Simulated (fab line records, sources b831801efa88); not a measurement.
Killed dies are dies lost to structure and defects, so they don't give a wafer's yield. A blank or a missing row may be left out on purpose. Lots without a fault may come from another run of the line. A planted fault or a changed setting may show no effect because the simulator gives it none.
Which tool did it? | flow gf180mcu | 12 lots, 35 wafers sampled, at 3 steps of a route of 602

WHAT THE GAUGES READ, wafer by wafer
GF_MIM_THK_MEAS_11: measures by xrf.
lot  | measured     | on            | MIM_ALCU_THK (nm)
L152 | day 24 21:04 | film_metro-03 | 199.6 200.7 201.8
L155 | day 26 00:31 | film_metro-01 | 202.5 207.1 201.7
L156 | day 26 01:19 | film_metro-02 | 203.1 201.1 202.9
L157 | day 26 15:31 | film_metro-02 | 198.1 198.1 197.9
L159 | day 27 03:50 | film_metro-02 | 197.6 200.6 200.0
L165 | day 29 02:14 | film_metro-02 | 198.5 195.9 199.3
L169 | day 30 07:11 | film_metro-01 | 196.4 196.0
L170 | day 30 09:23 | film_metro-02 | 202.4 197.8 201.5
L171 | day 30 15:42 | film_metro-02 | 198.9 199.9 197.3
L172 | day 31 01:01 | film_metro-03 | 202.2 203.1 199.9
L173 | day 31 03:49 | film_metro-03 | 201.9 203.3 201.7
L174 | day 31 09:59 | film_metro-02 | 203.7 200.9 201.1

GF_M5_OVL_MEAS_08.
lot  | measured     | on         | M5_OVL (nm)
L152 | day 26 15:22 | overlay-01 | 1 3 -5
L155 | day 27 18:13 | overlay-02 | 1 -7 0
L156 | day 27 18:53 | overlay-02 | 4 3 5
L157 | day 28 07:43 | overlay-01 | 5 4 12
L159 | day 28 20:54 | overlay-01 | -1 -2 1
L165 | day 30 16:02 | overlay-01 | 3 5 -3
L169 | day 31 19:04 | overlay-02 | 7 -2
L170 | day 31 21:07 | overlay-02 | 4 -4 -3
L171 | day 32 03:22 | overlay-02 | 2 7 7
L172 | day 32 11:55 | overlay-02 | 5 4 4
L173 | day 32 14:08 | overlay-02 | -5 9 -2
L174 | day 32 19:25 | overlay-01 | 6 4 7

WHICH TOOL RAN EACH LOT (tool, then ch and the chambers of the sampled wafers, then the start)
lot  | GF_MIM_STRIP_20
L152 | plasma_asher-03 ch 0,1, day 25 17:47
L155 | plasma_asher-04 ch 0,1, day 26 20:59
L156 | plasma_asher-03 ch 0,1, day 26 21:26
L157 | plasma_asher-03 ch 0,1, day 27 11:45
L159 | plasma_asher-03 ch 0, day 28 00:11
L165 | plasma_asher-04 ch 0,1, day 29 21:06
L169 | plasma_asher-04 ch 0, day 31 01:13
L170 | plasma_asher-02 ch 0,1, day 31 03:20
L171 | plasma_asher-02 ch 0,1, day 31 09:51
L172 | plasma_asher-02 ch 0, day 31 18:28
L173 | plasma_asher-04 ch 0,1, day 31 21:10
L174 | plasma_asher-02 ch 0,1, day 32 02:59
- GF_MIM_STRIP_20: strips in O2/N2.

WHAT THE TOOLS THEMSELVES READ (means of the sampled wafers that have a number; where no wafer has one, the mark that the record gives instead)
GF_MIM_STRIP_20.
lot  | tool            | drypump_motor_current_A (A) | heater_power_w (W) | n2_flow_sccm (sccm) | oes_product_au (a.u.) | strip_time_to_endpoint_s (s)
L152 | plasma_asher-03 | 5.52                        | 360                | 300.5               | 0.694                 | 11.25
L155 | plasma_asher-04 | 5.55                        | 283                | 300.1               | 0.688                 | 11.22
L156 | plasma_asher-03 | 5.58                        | 354                | 299.8               | 0.692                 | 11.21
L157 | plasma_asher-03 | 5.59                        | 353                | 300.8               | 0.691                 | 11.29
L159 | plasma_asher-03 | 5.64                        | 338                | 298.8               | 0.689                 | 11.20
L165 | plasma_asher-04 | 5.70                        | 295                | 300.6               | 0.692                 | 11.26
L169 | plasma_asher-04 | 5.85                        | 322                | 299.4               | 0.690                 | 11.18
L170 | plasma_asher-02 | 5.72                        | 364                | 299.5               | 0.691                 | 11.22
L171 | plasma_asher-02 | 5.46                        | 365                | 299.9               | 0.692                 | 11.19
L172 | plasma_asher-02 | 5.96                        | 364                | 300.2               | 0.690                 | 11.19
L173 | plasma_asher-04 | 5.70                        | 302                | 299.8               | 0.693                 | 11.22
L174 | plasma_asher-02 | 5.46                        | 362                | 300.6               | 0.694                 | 11.27

THE ANSWER, worked out from the rows above alone
Rule: what is usual is taken from the lots themselves. Put in order of their means at a reading, lots are off if they are a third of the lots or fewer, leave a main group of 4 or more, and stand apart from it by a gap of 3 or more times the standard deviation of the main group's means; of several such gaps the widest counts. A main group whose means are all the same, to the digits that the tables above print for the reading, isn't used. A lot without any number at a reading at which 4 lots or more have one is off too. The other lots that the step has rows for count as sound. The gauges are gone through in route order, then the tools' own readings, and for those a lot's mean is taken as printed above. The first step at which some lot is off is used, and at that step the reading that is off furthest; a lot without a number counts as furthest.
No lot is off at any reading shown: from this, nothing can be told.

WHAT THE SIMULATOR HAD PUT IN
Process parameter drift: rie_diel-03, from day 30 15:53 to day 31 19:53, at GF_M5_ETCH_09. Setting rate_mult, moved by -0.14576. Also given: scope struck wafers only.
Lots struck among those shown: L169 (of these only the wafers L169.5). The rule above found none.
